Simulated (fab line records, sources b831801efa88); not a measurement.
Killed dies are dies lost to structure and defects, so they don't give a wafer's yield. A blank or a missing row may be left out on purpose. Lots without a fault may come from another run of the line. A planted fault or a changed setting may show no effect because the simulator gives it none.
Which tool did it? | flow sky130 | 12 lots, 36 wafers sampled, at 4 steps of a route of 708

WHAT THE GAUGES READ, wafer by wafer
SKY_SONOS_ONO_THK_MEAS_03. Usual: SONOS_ONO_CVD_02_THK 10.53 nm, standard deviation 0.15.
lot  | measured     | on            | SONOS_ONO_CVD_02_THK (nm) | flag
L323 | day 11 19:31 | film_metro-03 | 10.62 10.54 10.53         |
L324 | day 12 00:55 | film_metro-03 | 10.41 10.59 10.47         |
L328 | day 13 19:22 | film_metro-03 | 10.44 10.52 10.36         |
L330 | day 14 04:53 | film_metro-02 | 10.59 10.72 10.66         |
L331 | day 14 04:53 | film_metro-03 | 10.53 10.45 10.53         |
L332 | day 14 12:45 | film_metro-04 | 10.53 10.58 10.40         |
L333 | day 14 20:03 | film_metro-02 | 10.71 10.57 10.71         |
L334 | day 15 00:26 | film_metro-02 | 10.25 10.14 10.31         |
L335 | day 15 15:21 | film_metro-02 | 10.58 10.56 10.67         |
L338 | day 16 04:51 | film_metro-02 | 10.50 10.49 10.42         |
L339 | day 16 13:28 | film_metro-03 | 10.28 10.35 10.25         |
L346 | day 19 03:40 | film_metro-03 | 10.44 10.38 10.35         |

SKY_GATE_OXIDE_TW_MEAS_14. Usual: GATE_OXIDE_TW 222.8, standard deviation 2.1.
lot  | measured     | on            | GATE_OXIDE_TW     | flag
L323 | day 14 05:44 | film_metro-02 | 226.1 225.5 225.2 |
L324 | day 14 06:01 | film_metro-01 | 222.1 220.0 221.0 |
L328 | day 16 04:02 | film_metro-01 | 220.3 222.4 220.4 |
L330 | day 16 13:47 | film_metro-01 | 221.5 220.8 222.0 |
L331 | day 16 14:37 | film_metro-04 | 221.7 221.0 221.7 |
L332 | day 16 23:22 | film_metro-04 | 222.0 222.0 221.0 |
L333 | day 17 08:07 | film_metro-04 | 220.1 221.2 221.3 |
L334 | day 17 12:25 | film_metro-04 | 221.6 221.4 221.8 |
L335 | day 18 06:11 | film_metro-04 | 223.1 221.6 223.0 |
L338 | day 18 17:47 | film_metro-02 | 225.5 225.6 224.4 |
L339 | day 19 05:49 | film_metro-04 | 222.1 221.7 222.3 |
L346 | day 21 21:10 | film_metro-02 | 225.6 225.3 225.4 |

WHICH TOOL RAN EACH LOT (tool, then ch and the chambers of the sampled wafers, then the start)
lot  | SKY_SONOS_ONO_ETCH_15              | SKY_GATE_OXIDE_STRIP_13
L323 | rie_diel-04 ch 1,2,3, day 12 21:25 | plasma_asher-03 ch 0,1, day 14 05:37
L324 | rie_diel-01 ch 0,2,3, day 13 02:05 | plasma_asher-04 ch 0,1, day 14 05:55
L328 | rie_diel-01 ch 1,2,3, day 14 21:59 | plasma_asher-04 ch 0, day 16 03:55
L330 | rie_diel-02 ch 1,2, day 15 07:25   | plasma_asher-03 ch 1, day 16 13:41
L331 | rie_diel-01 ch 1,2, day 15 07:59   | plasma_asher-04 ch 0,1, day 16 14:31
L332 | rie_diel-01 ch 2,3, day 15 16:23   | plasma_asher-01 ch 0,1, day 16 23:16
L333 | rie_diel-02 ch 0,1,2, day 16 00:23 | plasma_asher-03 ch 0,1, day 17 08:02
L334 | rie_diel-02 ch 0,1, day 16 04:47   | plasma_asher-01 ch 0,1, day 17 12:19
L335 | rie_diel-02 ch 1,2, day 16 21:09   | plasma_asher-03 ch 0,1, day 18 06:06
L338 | rie_diel-01 ch 0,1,3, day 17 10:20 | plasma_asher-04 ch 0, day 18 17:41
L339 | rie_diel-02 ch 0,1,2, day 17 19:27 | plasma_asher-01 ch 0, day 19 05:43
L346 | rie_diel-02 ch 0,1, day 20 11:56   | plasma_asher-03 ch 0,1, day 21 21:04
- SKY_SONOS_ONO_ETCH_15: etches the open film in CHF3/O2, target depth 19.52 nm, time 7.8 s.
- SKY_GATE_OXIDE_STRIP_13: strips in O2/N2.

WHAT THE TOOLS THEMSELVES READ (means of the sampled wafers that have a number; where no wafer has one, the mark that the record gives instead)
SKY_SONOS_ONO_ETCH_15. Usual: O2_flow_sccm 5.001 sccm, standard deviation 0.016; bias_w 200.0 W, standard deviation 0.56; drypump_motor_current_A 5.9 A, standard deviation 0.45; oes_product_au 0.998 a.u., standard deviation 0.012; throttle_valve_pct 8.825 %, standard deviation 0.01.
lot  | tool        | O2_flow_sccm (sccm) | bias_w (W) | drypump_motor_current_A (A) | oes_product_au (a.u.) | throttle_valve_pct (%) | flag
L323 | rie_diel-04 | 5.003               | 200.0      | 5.7                         | 1.000                 | 8.824                  |
L324 | rie_diel-01 | 4.999               | 199.7      | 5.9                         | 1.000                 | 8.834                  |
L328 | rie_diel-01 | 4.997               | 199.7      | 5.6                         | 0.993                 | 8.821                  |
L330 | rie_diel-02 | 5.013               | 200.1      | 6.1                         | 0.999                 | 8.824                  |
L331 | rie_diel-01 | 5.000               | 199.9      | 6.0                         | 0.992                 | 8.812                  |
L332 | rie_diel-01 | 4.990               | 200.3      | 5.7                         | 0.999                 | 8.819                  |
L333 | rie_diel-02 | 5.003               | 199.7      | 6.0                         | 1.001                 | 8.828                  |
L334 | rie_diel-02 | 4.995               | 200.4      | 6.0                         | 0.997                 | 8.835                  |
L335 | rie_diel-02 | 4.992               | 200.1      | 6.1                         | 0.995                 | 8.832                  |
L338 | rie_diel-01 | -                   | -          | -                           | -                     | -                      | OFF
L339 | rie_diel-02 | -                   | -          | -                           | -                     | -                      | OFF
L346 | rie_diel-02 | 5.007               | 200.6      | 6.0                         | 0.992                 | 8.829                  |

SKY_GATE_OXIDE_STRIP_13. Usual: drypump_motor_current_A 5.7 A, standard deviation 0.6; oes_product_au 0.716 a.u., standard deviation 0.0048; strip_time_to_endpoint_s 14.19 s, standard deviation 0.036.
lot  | tool            | drypump_motor_current_A (A) | oes_product_au (a.u.) | strip_time_to_endpoint_s (s) | flag
L323 | plasma_asher-03 | 5.5                         | 0.719                 | 14.17                        |
L324 | plasma_asher-04 | 6.2                         | 0.721                 | 14.15                        |
L328 | plasma_asher-04 | 6.0                         | 0.714                 | 14.21                        |
L330 | plasma_asher-03 | 5.9                         | 0.715                 | 14.24                        |
L331 | plasma_asher-04 | 6.2                         | 0.718                 | 14.14                        |
L332 | plasma_asher-01 | 5.5                         | 0.720                 | 14.21                        |
L333 | plasma_asher-03 | 5.5                         | 0.719                 | 14.21                        |
L334 | plasma_asher-01 | 5.8                         | 0.720                 | 14.23                        |
L335 | plasma_asher-03 | 5.5                         | 0.714                 | 14.18                        |
L338 | plasma_asher-04 | 6.0                         | 0.717                 | 14.15                        |
L339 | plasma_asher-01 | 6.0                         | 0.715                 | 14.16                        |
L346 | plasma_asher-03 | 5.1                         | 0.709                 | 14.15                        |

THE ANSWER, worked out from the rows above alone
Rule: a lot is off if the mean of its wafers that have a number lies more than 3 standard deviations from the usual mean. A lot without any number at a reading at which 4 lots or more have one is off too. The other lots that the step has rows for count as sound. The gauges are gone through in route order, then the tools' own readings, and for those a lot's mean is taken as printed above. The first step at which some lot is off is used, and at that step the reading that is off furthest; a lot without a number counts as furthest.
Off: L338, L339, at SKY_SONOS_ONO_ETCH_15 (O2_flow_sccm). Without a number there: L338, L339.
A tool fits if, at that step or a process step before it, it ran every lot that is off, and no sound lot after the first of them. None of those tried fits.

WHAT THE SIMULATOR HAD PUT IN
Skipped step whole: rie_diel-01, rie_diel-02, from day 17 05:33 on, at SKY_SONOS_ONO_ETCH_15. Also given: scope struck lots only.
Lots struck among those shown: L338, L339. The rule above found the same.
